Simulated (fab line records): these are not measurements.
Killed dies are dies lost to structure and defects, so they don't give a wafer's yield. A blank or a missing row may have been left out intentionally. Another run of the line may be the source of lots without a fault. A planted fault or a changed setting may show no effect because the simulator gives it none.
fab line records    flow sky130
record lots=6  wafers=18  last_day=50
route steps=708 shown LDD_HVN@274 LDD_HVP@278 PAD_OPEN@708
lots that met no fault: from a run of the same line without faults
start_h: hours from the record's opening day to when the first of the lot's shown wafers began    wait_h: hours since the lot's step before    " as in the row above    L1.1+2: a row that stands for several wafers    - either no value or no given start    * or withheld: withheld    < > ~ a bound
route shown NAME@n: NAME is a module with steps in the file, n the number in the route of the first one    usual: mean and standard deviation over wafers with no fault    same: alike in all rows    chamber/n: place in a boat    sites: per-site readings    _std_site: how widely they spread, as a standard deviation    _edge_site: outer sites' mean less inner sites'    radius_mm: how far each site lies from the wafer's centre    mask NAME#n: copy n    behind: the tool/chamber that last shaped the wafer    hold: cause of the lot's hold/its duration in hours/its outcome    device: transistor that didn't switch, given as n, p or np    end of line: the route-end tests of the same wafers    a step with no rows: only its recipe    killed: the dies lost at the first sort to structure and to defects; this is not the yield of the wafer    map: the dies of a wafer, with x for killed, . for not killed, _ for no die there
set.NAME: the setting the step ran with; set.NAME@STEP: the setting that earlier step ran with    model.NAME: the simulator's own value behind a step, which no gauge read
lots seen at some steps along the route; tables by step, rows by wafer
services: from which hour (start_h, from the record's first day; less than 0 if before it) a tool's chamber was out of use, for how many hours, and why
## steps
# step SKY_LDD_HVN_OVL_MEAS_07
# usual LDD_HVN_OVL=-0.1/1.3
lot.wafer  tool        chamber  start_h  wait_h  LDD_HVN_OVL[nm]
L743.1     overlay-01  -        489.46   0.1     1.6
L743.3     "           -        "        "       1.4
L743.4     "           -        "        "       0.8
L750.1     overlay-02  -        555.47   0.1     -0.5
L750.3     "           -        "        "       -1.8
L750.5     "           -        "        "       -2.1
L751.2     overlay-02  -        559.92   0.1     -0.3
L751.3     "           -        "        "       -2.0
L751.6     "           -        "        "       0.6
L752.3     overlay-01  -        572.67   0.1     0.3
L752.5     "           -        "        "       -1.4
L752.6     "           -        "        "       -2.1
L754.2     overlay-01  -        584.10   0.1     -1.9
L754.3     "           -        "        "       1.1
L754.5     "           -        "        "       -0.2
L761.1     overlay-01  -        643.71   0.1     0.2
L761.2     "           -        "        "       1.8
L761.6     "           -        "        "       1.0
# step SKY_LDD_HVN_IMPLANT_08
# recipe species=P  energy_kev=60  dose_cm2=3e+13  tilt_deg=40
# step SKY_LDD_HVN_STRIP_09
# recipe chemistry=O2/N2  power_w=1400  pressure_mtorr=1500  platen_temp_c=withheld  o2_flow_sccm=3000  n2_flow_sccm=300  overash_fraction=0.5
# usual drypump_motor_current_A=5.92/0.28  oes_product_au=0.408/0.0052  strip_time_to_endpoint_s=4.136/0.015
lot.wafer  tool             chamber  start_h  wait_h  drypump_motor_current_A  oes_product_au  rf_hours_counter_h  strip_time_to_endpoint_s
L743.1     plasma_asher-04  0        489.65   0.1     6.25                     0.418           80                  4.147
L743.3     "                0        "        "       6.22                     0.401           -                   4.125
L743.4     "                1        "        "       5.94                     0.406           -                   4.136
L750.1     plasma_asher-02  1        555.80   0.1     6.14                     0.411           43                  4.119
L750.3     "                0        "        "       5.52                     0.406           -                   4.150
L750.5     "                0        "        "       5.51                     0.414           -                   4.147
L751.2     plasma_asher-02  0        560.10   0.1     5.51                     0.412           43                  4.142
L751.3     "                1        "        "       6.15                     0.403           -                   4.132
L751.6     "                1        "        "       6.15                     0.401           -                   4.125
L752.3     plasma_asher-04  1        572.88   0.1     5.92                     0.410           -                   4.133
L752.5     "                1        "        "       5.93                     0.406           -                   4.121
L752.6     "                0        "        "       6.22                     0.422           -                   4.148
L754.2     plasma_asher-02  1        584.28   0.1     6.13                     0.415           46                  4.133
L754.3     "                1        "        "       6.15                     0.405           -                   4.118
L754.5     "                1        "        "       6.14                     0.399           -                   4.141
L761.1     plasma_asher-03  0        643.90   0.1     5.51                     0.413           21                  4.147
L761.2     "                1        "        "       6.06                     0.403           21                  4.153
L761.6     "                0        "        "       5.56                     0.406           -                   4.149
# step SKY_LDD_HVN_TW_MEAS_10
# usual LDD_HVN_TW=1427/24
lot.wafer  tool           chamber  start_h  wait_h  LDD_HVN_TW
L743.1     film_metro-03  -        489.75   0.1     1464
L743.3     "              -        "        "       1471
L743.4     "              -        "        "       1464
L750.1     film_metro-02  -        555.90   0.1     1405
L750.3     "              -        "        "       1403
L750.5     "              -        "        "       1414
L751.2     film_metro-01  -        560.21   0.1     1431
L751.3     "              -        "        "       1438
L751.6     "              -        "        "       1435
L752.3     film_metro-03  -        572.97   0.1     1452
L752.5     "              -        "        "       1454
L752.6     "              -        "        "       1457
L754.2     film_metro-02  -        584.39   0.1     1410
L754.3     "              -        "        "       1410
L754.5     "              -        "        "       1420
L761.1     film_metro-02  -        644.00   0.1     1394
L761.2     "              -        "        "       1400
L761.6     "              -        "        "       1403
# step SKY_LDD_HVP_DEHYDRATE_00
# recipe temp_c=200  time_s=60
# step SKY_LDD_HVP_HMDS_01
# recipe prime_time_s=60  prime_temp_c=120
# step SKY_LDD_HVP_COAT_02
# recipe resist=NOVOLAK  spin_rpm=3000  resist_thk_nm=300
# step SKY_LDD_HVP_SOFTBAKE_03
# recipe temp_c=90  time_s=60  resist=NOVOLAK
# step SKY_LDD_HVP_EXPOSE_04
# recipe mask_id=HVPTM  na=0.6  source_shape=conventional  sigma_outer=0.6  polarization=unpolarized  target_cd_nm=700  dose_mj=86
# step SKY_LDD_HVP_PEB_05
# recipe temp_c=withheld  time_s=*  resist=NOVOLAK
# step SKY_LDD_HVP_DEVELOP_06
# recipe resist=NOVOLAK  developer=TMAH  develop_time_s=60  dev_temp_c=23
# step SKY_LDD_HVP_OVL_MEAS_07
# usual LDD_HVP_OVL=1.2/1.2
lot.wafer  tool        chamber  start_h  wait_h  LDD_HVP_OVL[nm]
L743.1     overlay-01  -        519.41   0.1     0.6
L743.3     "           -        "        "       1.3
L743.4     "           -        "        "       0.5
L750.1     overlay-01  -        584.94   0.1     1.6
L750.3     "           -        "        "       -0.1
L750.5     "           -        "        "       -1.4
L751.2     overlay-01  -        589.73   0.1     -1.6
L751.3     "           -        "        "       1.8
L751.6     "           -        "        "       -0.1
L752.3     overlay-02  -        602.19   0.1     1.0
L752.5     "           -        "        "       3.0
L752.6     "           -        "        "       0.3
L754.2     overlay-01  -        613.20   0.1     5.0
L754.3     "           -        "        "       3.8
L754.5     "           -        "        "       3.8
L761.1     overlay-02  -        672.99   0.1     2.2
L761.2     "           -        "        "       0.2
L761.6     "           -        "        "       0.1
# step SKY_LDD_HVP_IMPLANT_08
# recipe species=B  energy_kev=20  dose_cm2=1.7e+13  tilt_deg=17.9
# usual beam_energy_keV=19.999/0.0056  faraday_current_uA=95.8/1.9
lot.wafer  tool          chamber  start_h  wait_h  beam_energy_keV  faraday_current_uA  model.implant.rp_nm  model.implant.drp_nm
L743.1     implanter-03  0        519.45   0.0     19.994           96.0                63.94                28.53
L743.3     "             0        "        "       20.000           95.3                63.94                28.53
L743.4     "             0        "        "       19.987           96.2                63.94                28.53
L750.1     implanter-03  0        585.02   0.1     17.678           95.1                56.99                26.14
L750.3     "             0        "        "       17.684           94.8                56.99                26.14
L750.5     "             0        "        "       17.694           96.6                56.99                26.14
L751.2     implanter-03  0        589.79   0.0     17.695           94.2                56.96                26.14
L751.3     "             0        "        "       17.691           95.5                56.96                26.14
L751.6     "             0        "        "       17.692           95.5                56.96                26.14
L752.3     implanter-04  0        602.26   0.1     19.997           96.9                63.22                28.53
L752.5     "             0        "        "       19.997           96.6                63.22                28.53
L752.6     "             0        "        "       20.003           97.6                63.22                28.53
L754.2     implanter-02  0        613.25   0.0     19.996           97.5                63.05                28.53
L754.3     "             0        "        "       19.996           93.6                63.05                28.53
L754.5     "             0        "        "       19.997           98.2                63.05                28.53
L761.1     implanter-03  0        673.03   0.0     19.999           97.4                63.53                28.53
L761.2     "             0        "        "       19.995           95.8                63.53                28.53
L761.6     "             0        "        "       19.990           96.6                63.53                28.53
# step SKY_LDD_HVP_STRIP_09
# recipe chemistry=O2/N2  power_w=1400  pressure_mtorr=1500  platen_temp_c=withheld  o2_flow_sccm=3000  n2_flow_sccm=300  overash_fraction=0.5
# usual drypump_motor_current_A=5.6/0.36  oes_product_au=0.408/0.0046  strip_time_to_endpoint_s=4.140/0.015
lot.wafer  tool             chamber  start_h  wait_h  drypump_motor_current_A  oes_product_au  rf_hours_counter_h  strip_time_to_endpoint_s
L743.1     plasma_asher-02  1        519.60   0.1     6.2                      0.403           39                  4.156
L743.3     "                0        "        "       5.5                      0.409           -                   4.149
L743.4     "                1        "        "       6.1                      0.409           -                   4.145
L750.1     plasma_asher-02  1        585.17   0.1     6.2                      0.405           46                  4.148
L750.3     "                1        "        "       6.2                      0.414           -                   4.149
L750.5     "                1        "        "       6.2                      0.411           -                   4.129
L751.2     plasma_asher-02  1        589.91   0.1     6.1                      0.416           46                  4.146
L751.3     "                1        "        "       6.1                      0.413           -                   4.162
L751.6     "                0        "        "       5.5                      0.412           -                   4.151
L752.3     plasma_asher-02  1        602.39   0.1     6.1                      0.408           -                   4.149
L752.5     "                0        "        "       5.5                      0.407           -                   4.135
L752.6     "                1        "        "       6.1                      0.412           -                   4.139
L754.2     plasma_asher-01  1        613.38   0.1     5.1                      0.409           77                  4.123
L754.3     "                0        "        "       5.8                      0.409           -                   4.137
L754.5     "                1        "        "       5.1                      0.411           -                   4.128
L761.1     plasma_asher-01  0        673.18   0.1     5.8                      0.403           83                  4.109
L761.2     "                1        "        "       5.2                      0.406           83                  4.124
L761.6     "                1        "        "       5.1                      0.407           -                   4.144
# step SKY_PAD_OPEN_PROBE_99
# usual killed_at_M0_to_M3=43/6.7  killed_at_M4_up=3.0/1.9  killed_at_contacts=25/5.4  killed_at_front_end=16/4.5  killed_at_other=0.4/0.62  killed_dies=87/9.6  killed_open=47/7  killed_short=39/6.1
# same gross_dies=492  killed_at_back_side=0
lot.wafer  tool       chamber  start_h  wait_h  killed_at_M0_to_M3  killed_at_M4_up  killed_at_contacts  killed_at_front_end  killed_at_other  killed_dies  killed_open  killed_short  model.etest.tip_p_5v.rs_ohm_sq
L743.1     prober-02  -        1088.51  0.1     47                  5                21                  16                   1                90           51           39            2837
L743.3     prober-02  -        1088.61  0.2     43                  0                17                  15                   0                75           41           34            2825
L743.4     prober-02  -        1088.66  0.2     45                  3                19                  19                   0                86           52           34            2843
L750.1     prober-01  -        1135.69  0.1     32                  5                36                  14                   0                87           52           35            2901
L750.3     prober-01  -        1135.79  0.2     43                  1                26                  9                    0                79           43           36            2910
L750.5     prober-01  -        1135.89  0.2     35                  4                26                  21                   0                86           46           37            2910
L751.2     prober-02  -        1137.43  0.1     46                  5                23                  9                    0                83           51           32            2956
L751.3     prober-02  -        1137.48  0.2     47                  1                25                  14                   1                88           48           40            2955
L751.6     prober-02  -        1137.63  0.2     56                  2                23                  9                    0                90           48           41            2941
L752.3     prober-01  -        1147.92  0.2     39                  3                19                  25                   0                86           47           37            2847
L752.5     prober-01  -        1148.02  0.2     49                  6                16                  16                   0                87           57           28            2856
L752.6     prober-01  -        1148.07  0.2     53                  2                19                  27                   0                101          60           38            2876
L754.2     prober-01  -        1155.99  0.1     36                  7                25                  26                   0                94           47           47            2860
L754.3     prober-01  -        1156.04  0.2     45                  0                25                  9                    0                79           44           35            2833
L754.5     prober-01  -        1156.14  0.2     38                  2                29                  12                   0                81           40           41            2846
L761.1     prober-02  -        1191.11  0.1     40                  1                31                  20                   1                93           56           37            2872
L761.2     prober-02  -        1191.16  0.1     34                  2                18                  16                   0                70           37           33            2850
L761.6     prober-02  -        1191.36  0.2     36                  0                27                  25                   0                88           49           39            2857
# killed by level:class
L743.1 VIA1:geometric_particle:open=10 VIA2:geometric_particle:open=9 CONTACT:geometric_particle:short=7 FIELD_ISO:geometric_particle:open=6 CONTACT:geometric_particle:open=6 FIELD_ISO:geometric_particle:short=5 METAL3:geometric_particle:short=5 VIA3:geometric_particle:open=4
L743.3 VIA2:geometric_particle:open=8 METAL1:geometric_particle:short=7 VIA3:geometric_particle:open=7 CONTACT:geometric_particle:open=7 VIA1:geometric_particle:open=6 FIELD_ISO:geometric_particle:short=4 POLY_GATE:geometric_particle:short=4 LOCAL_INTERCONNECT:geometric_particle:short=4
L743.4 VIA1:geometric_particle:open=11 VIA3:geometric_particle:open=8 LI_CONTACT:geometric_particle:open=7 VIA2:geometric_particle:open=7 POLY_GATE:geometric_particle:short=6 METAL1:geometric_particle:short=5 CONTACT:geometric_particle:open=5 FIELD_ISO:geometric_particle:open=4
L750.1 CONTACT:geometric_particle:open=16 CONTACT:geometric_particle:short=8 VIA2:geometric_particle:open=8 LI_CONTACT:geometric_particle:open=6 METAL2:geometric_particle:short=6 VIA3:geometric_particle:open=6 FIELD_ISO:geometric_particle:short=5 METAL1:geometric_particle:short=5
L750.3 CONTACT:geometric_particle:open=14 VIA1:geometric_particle:open=11 FIELD_ISO:geometric_particle:short=6 METAL2:geometric_particle:short=6 VIA3:geometric_particle:open=6 LI_CONTACT:geometric_particle:open=5 VIA1:geometric_particle:short=5 VIA3:geometric_particle:short=5
L750.5 VIA1:geometric_particle:open=11 CONTACT:geometric_particle:open=9 FIELD_ISO:geometric_particle:open=7 CONTACT:geometric_particle:short=7 VIA2:geometric_particle:open=5 FIELD_ISO:geometric_particle:short=4 LI_CONTACT:geometric_particle:short=4 METAL4:geometric_particle:short=4
L751.2 LI_CONTACT:geometric_particle:open=11 VIA1:geometric_particle:open=10 VIA3:geometric_particle:open=10 VIA2:geometric_particle:open=8 VIA1:geometric_particle:short=5 METAL2:geometric_particle:short=5 CONTACT:geometric_particle:open=4 LOCAL_INTERCONNECT:geometric_particle:short=4
L751.3 VIA1:geometric_particle:open=9 VIA2:geometric_particle:open=8 CONTACT:geometric_particle:open=7 VIA3:geometric_particle:open=7 CONTACT:geometric_particle:short=6 VIA1:geometric_particle:short=6 LI_CONTACT:geometric_particle:open=5 METAL2:geometric_particle:short=5
L751.6 VIA1:geometric_particle:open=17 CONTACT:geometric_particle:short=9 METAL2:geometric_particle:short=9 VIA3:geometric_particle:open=9 VIA2:geometric_particle:open=7 LI_CONTACT:geometric_particle:short=5 CONTACT:geometric_particle:open=4 POLY_GATE:geometric_particle:open=3
L752.3 POLY_GATE:geometric_particle:short=10 VIA1:geometric_particle:open=9 VIA2:geometric_particle:open=8 CONTACT:geometric_particle:open=7 POLY_GATE:geometric_particle:open=6 LI_CONTACT:geometric_particle:open=6 VIA2:geometric_particle:short=5 VIA3:geometric_particle:open=5
L752.5 VIA1:geometric_particle:open=18 VIA2:geometric_particle:open=8 VIA3:geometric_particle:open=8 CONTACT:geometric_particle:open=5 VIA2:geometric_particle:short=4 POLY_GATE:geometric_particle:open=4 LI_CONTACT:geometric_particle:short=4 POLY_GATE:geometric_particle:short=3
L752.6 VIA1:geometric_particle:open=12 VIA2:geometric_particle:open=12 CONTACT:geometric_particle:open=11 VIA3:geometric_particle:open=8 FIELD_ISO:geometric_particle:open=7 METAL2:geometric_particle:short=6 METAL1:geometric_particle:short=5 FIELD_ISO:geometric_particle:short=4
L754.2 CONTACT:geometric_particle:open=9 FIELD_ISO:geometric_particle:short=8 METAL4:geometric_particle:short=7 VIA3:geometric_particle:open=7 POLY_GATE:geometric_particle:open=6 POLY_GATE:geometric_particle:short=6 VIA1:geometric_particle:open=6 METAL2:geometric_particle:short=5
L754.3 LI_CONTACT:geometric_particle:open=12 VIA3:geometric_particle:open=10 VIA1:geometric_particle:short=9 VIA2:geometric_particle:open=6 VIA1:geometric_particle:open=5 METAL2:geometric_particle:short=5 METAL1:geometric_particle:short=5 CONTACT:geometric_particle:open=4
L754.5 CONTACT:geometric_particle:open=8 CONTACT:geometric_particle:short=7 VIA3:geometric_particle:open=7 LI_CONTACT:geometric_particle:open=6 LI_CONTACT:geometric_particle:short=5 VIA1:geometric_particle:open=5 VIA2:geometric_particle:short=4 VIA3:geometric_particle:short=4
L761.1 CONTACT:geometric_particle:open=13 VIA1:geometric_particle:open=12 FIELD_ISO:geometric_particle:open=6 VIA2:geometric_particle:open=6 VIA3:geometric_particle:open=6 LI_CONTACT:geometric_particle:short=5 VIA1:geometric_particle:short=5 FIELD_ISO:geometric_particle:short=4
L761.2 VIA1:geometric_particle:open=8 CONTACT:geometric_particle:open=7 METAL1:geometric_particle:short=6 FIELD_ISO:geometric_particle:short=5 LOCAL_INTERCONNECT:geometric_particle:short=5 FIELD_ISO:geometric_particle:open=4 VIA1:geometric_particle:short=4 VIA3:geometric_particle:open=4
L761.6 CONTACT:geometric_particle:open=11 POLY_GATE:geometric_particle:open=8 VIA1:geometric_particle:short=7 CONTACT:geometric_particle:short=6 VIA1:geometric_particle:open=6 VIA3:geometric_particle:open=6 FIELD_ISO:geometric_particle:open=5 METAL2:geometric_particle:short=5
## services
tool             chamber  start_h  hours  kind
implanter-03     -        476.60   0.9    repair
implanter-04     -        497.27   3.5    pm
implanter-04     -        509.53   2.1    repair
implanter-02     -        514.50   1.7    repair
plasma_asher-01  -        526.97   2.2    repair
implanter-04     -        536.06   15.6   repair
implanter-03     -        556.64   0.6    repair
plasma_asher-03  -        572.16   2.1    repair
plasma_asher-02  -        574.84   2.2    repair
implanter-02     -        580.38   5.3    repair
implanter-03     -        600.23   5.1    repair
plasma_asher-04  -        601.37   9.2    pm
plasma_asher-03  -        602.22   2.1    repair
implanter-04     -        623.32   5.6    pm
implanter-03     -        640.66   4.7    pm
implanter-04     -        657.55   17.6   pm
plasma_asher-04  -        664.44   42.7   repair
## key
first_sign step=SKY_LDD_HVP_IMPLANT_08  reading=beam_energy_keV  direction=down  sigmas=99+  usual=*  struck=*
effect none on later readings
model_effect step=SKY_LDD_HVP_IMPLANT_08  value=implant.rp_nm  without=64.33  struck=56.97
model_effect step=SKY_PAD_OPEN_PROBE_99  value=etest.tip_p_5v.rs_ohm_sq  without=2854  struck=2929
met_at SKY_LDD_HVP_IMPLANT_08
struck_wafers L750.1,L750.3,L750.5,L751.2,L751.3,L751.6
tester_left_out L750,L751
onset_between 519.45 585.02
fault kind=process_parameter_drift  tool=implanter-03  chamber=-  onset_h=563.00  steps=SKY_LDD_HVP_IMPLANT_08  channel=energy_kev  offset=*  shape=step  end_h=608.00  acts_in=*  stated=*
# tester_left_out: of these lots the tester's yield and bins aren't shown, on N5 and GAA mostly nor the transistor test; their killed dies are dies lost to structure and defects alone, not to doping, threshold or leakage, so they don't give the yield
